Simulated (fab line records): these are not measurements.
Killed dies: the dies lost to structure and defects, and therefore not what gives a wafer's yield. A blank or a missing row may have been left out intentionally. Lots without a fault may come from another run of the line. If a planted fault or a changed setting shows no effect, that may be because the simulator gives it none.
A single fault, viewed from 2 desks || flow sky130 || only its own numbers are on each desk; what lay behind them is given at the end

TOOL OWNER'S DESK, pecvd-02
The tool's own readings at SKY_CAPM_CVD_00 (deposits SiO2, target thk 15.5 nm): means of the sampled wafers that have a number, for each lot that ran on this tool. Any lot whose mean is over 4 standard deviations away from the usual mean is out of limits and marked OUT; that distance is given in the brackets.
Columns: A = heaterPowerW at SKY_CAPM_CVD_00, usual 700 W
{"lot": "L169", "first seen here": "day 40 01:14", "A": 676}
{"lot": "L171", "first seen here": "day 40 09:14", "A": 730}
{"lot": "L182", "first seen here": "day 43 04:02", "A": 623}
{"lot": "L181", "first seen here": "day 43 08:22", "A": 601}
This desk's finding: nothing out of limits on any of the 4 lots.

METROLOGY DESK
What the gauges read for every lot (on any tool): the sampled wafers with a number, averaged. Any lot whose mean is over 4 standard deviations away from the usual mean is out of limits and marked OUT; that distance is given in the brackets.
Columns: A = VIA2_W_RS at SKY_VIA2_RS_MEAS_22, usual 0.273 ohm/sq; B = CAPM_CVD_00_THK at SKY_CAPM_THK_MEAS_01, usual 15.45 nm
{"lot": "L160", "first seen here": "day 37 17:14", "A": 0.273, "B": 15.66}
{"lot": "L159", "first seen here": "day 37 19:41", "A": 0.277, "B": 15.67}
{"lot": "L169", "first seen here": "day 40 00:36", "A": 0.275, "B": "19.50 (+18) OUT"}
{"lot": "L171", "first seen here": "day 40 08:39", "A": 0.271, "B": "24.08 (+39) OUT"}
{"lot": "L172", "first seen here": "day 40 12:32", "A": 0.270, "B": 15.48}
{"lot": "L174", "first seen here": "day 41 02:11", "A": 0.276, "B": 15.53}
{"lot": "L176", "first seen here": "day 41 12:44", "A": 0.269, "B": 15.32}
{"lot": "L179", "first seen here": "day 42 16:08", "A": 0.274, "B": 15.53}
{"lot": "L180", "first seen here": "day 43 01:07", "A": 0.271, "B": 15.41}
{"lot": "L182", "first seen here": "day 43 03:25", "A": 0.273, "B": 15.49}
{"lot": "L181", "first seen here": "day 43 07:44", "A": 0.272, "B": 15.37}
This desk reports L169, L171 out of limits; the earliest was L169 at day 40 01:16 (CAPM_CVD_00_THK at SKY_CAPM_THK_MEAS_01). L160, L159, L172, L174, L176, L179, L180, L182, L181: within limits.

PUT TOGETHER
L169, L171 would have let the metrology desk raise an alarm at day 40 01:16.
The tool owner's desk saw nothing out of limits.
Tool owner's desk: L169, L171 on record, inside its limits.
SKY_CAPM_CVD_00 was run on pecvd-02 by each of the lots named.

WHAT HAD BEEN PUT IN BY THE SIMULATOR
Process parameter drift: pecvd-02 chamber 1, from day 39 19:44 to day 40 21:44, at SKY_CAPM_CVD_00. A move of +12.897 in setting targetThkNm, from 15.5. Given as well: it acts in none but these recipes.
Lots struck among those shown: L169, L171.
Hours from the fault's start to each desk's first reading out of limits: the metrology desk, 6.
